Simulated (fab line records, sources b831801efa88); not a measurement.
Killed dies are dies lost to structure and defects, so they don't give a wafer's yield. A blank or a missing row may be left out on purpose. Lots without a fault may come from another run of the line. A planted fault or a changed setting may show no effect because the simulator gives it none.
A struck lot beside a sound one | flow sky130 | 16 steps out of a route of 708
Sound: wafers L479.3, L479.4, L479.5. Struck: wafer L493.3. (L493.1, L493.5 of the same lot were not struck and are left out.) The cause comes at the end.
At each step with rows: each side's tool, then ch and its chambers, then its first start. Under that, the readings that differ: sound wafers | struck wafers | difference of the means | sigmas: that difference in standard deviations of wafers without a fault.
alike: readings whose means differ by less than 2 such deviations, and words and numbers that are the same on both sides. not compared: withheld readings, readings that some wafer has no value for, bounds like >300 that may hide the same value, and numbers for which the record gives no deviation and whose values overlap.
The two part at a step that has a row with sigmas, a row that says differs or no value, or rows on one side only. Numbers that don't overlap but have no deviation are shown without sigmas and don't part them. A reading that every wafer of one side lacks parts them only if that side has two wafers or more.

SKY_VIA2_CMP_02: polishes SiO2.
  sound on cmp-02 ch 0,3, day 35 22:07; struck on cmp-01 ch 2, day 40 13:53
  alike: motor_current_A, slurry_filter_dp_kPa
SKY_VIA2_BOW_MEAS_03:
  sound on film_metro-03, day 35 22:27; struck on film_metro-03, day 40 14:11
  alike: VIA2_BOW
then, 8 steps without rows for these wafers: SKY_VIA2_DEHYDRATE_04 (time 60 s); SKY_VIA2_HMDS_05 (prime time 60 s); SKY_VIA2_COAT_06 (resist thk 60 nm); SKY_VIA2_COAT_07 (resist thk 450 nm); SKY_VIA2_SOFTBAKE_08 (time 90 s); SKY_VIA2_EXPOSE_09 (exposes mask VIM2, target cd 200 nm); SKY_VIA2_PEB_10; SKY_VIA2_DEVELOP_11 (develop time 60 s).
SKY_VIA2_CD_MEAS_12: target cd 200 nm.
  sound on cd_sem-02, day 37 00:34; struck on cd_sem-02, day 41 13:56
  alike: cd_nm
SKY_VIA2_OVL_MEAS_13:
  sound on overlay-02, day 37 00:40; struck on overlay-01, day 41 14:03
  alike: VIA2_OVL
SKY_VIA2_ETCH_14: etches BARC in N2/H2, stops on SiO2, time 45.9 s, target depth 60 nm.
  sound on rie_diel-01 ch 0,1,2, day 37 00:41; struck on rie_diel-04 ch 1, day 41 14:05
  reading                                     | sound             | struck | difference | sigmas
  rf_fwd_power_W (W)                          | 494.2 493.8 497.2 | 573.4  | +78.3      | +33
  model.KrF-thick_of_VIA2_COAT_07.thk_nm (nm) | 396.1 394 394.8   | 386    | -9         |
  alike: drypump_motor_current_A, oes_product_au, throttle_valve_pct
  not compared: rf_hours_counter_h
SKY_VIA2_ETCH_15: etches SiO2 in C4F8/O2/Ar, stops on TiN, target depth 546 nm, time 84 s.
  sound on rie_diel-01 ch 0,1,2, day 37 00:44; struck on rie_diel-04 ch 1, day 41 14:08
  reading                                     | sound             | struck | difference | sigmas
  rf_fwd_power_W (W)                          | 1486 1493 1499    | 1480   | -13        | -2
  model.KrF-thick_of_VIA2_COAT_07.thk_nm (nm) | 284.5 282.8 282.8 | 279.1  | -4.3       |
  alike: oes_product_au
  not compared: rf_hours_counter_h
SKY_VIA2_STRIP_16: strips in O2/N2.
  sound on plasma_asher-01 ch 0,1, day 37 00:49; struck on plasma_asher-04 ch 0, day 41 14:11
  reading                      | sound             | struck | difference | sigmas
  strip_time_to_endpoint_s (s) | 4.068 4.045 4.050 | 3.996  | -0.058     | -2
  alike: drypump_motor_current_A, oes_product_au
  not compared: rf_hours_counter_h
-- the record jumps here: 8 days lie between the struck wafers' starts before and after (it left off in module VIA2 and takes up again in module PAD_OPEN, whose first step shown is number 708 of the route) --
SKY_PAD_OPEN_PROBE_99:
  sound on prober-02, day 46 10:38; struck on prober-02, day 49 19:34
  reading               | sound       | struck | difference | sigmas
  sort_bin_6_memory (%) | 6.5 6.9 7.5 | 4.7    | -2.3       | -2
  alike: defect_limited_yield, killed_at_M0_to_M3, killed_at_M4_up, killed_at_contacts, killed_at_front_end, killed_at_other, killed_dies, killed_open, killed_short, sort_bin_3_pad_short, sort_bin_5_function, sort_n_pass, sort_yield_pct

WHERE THEY PART
First at SKY_VIA2_ETCH_14; last, within this record, at SKY_PAD_OPEN_PROBE_99.

WHY: what the simulator had put in
Process parameter drift: rie_diel-04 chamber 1, from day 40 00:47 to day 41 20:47, at SKY_VIA2_ETCH_14. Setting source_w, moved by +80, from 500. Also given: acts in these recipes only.
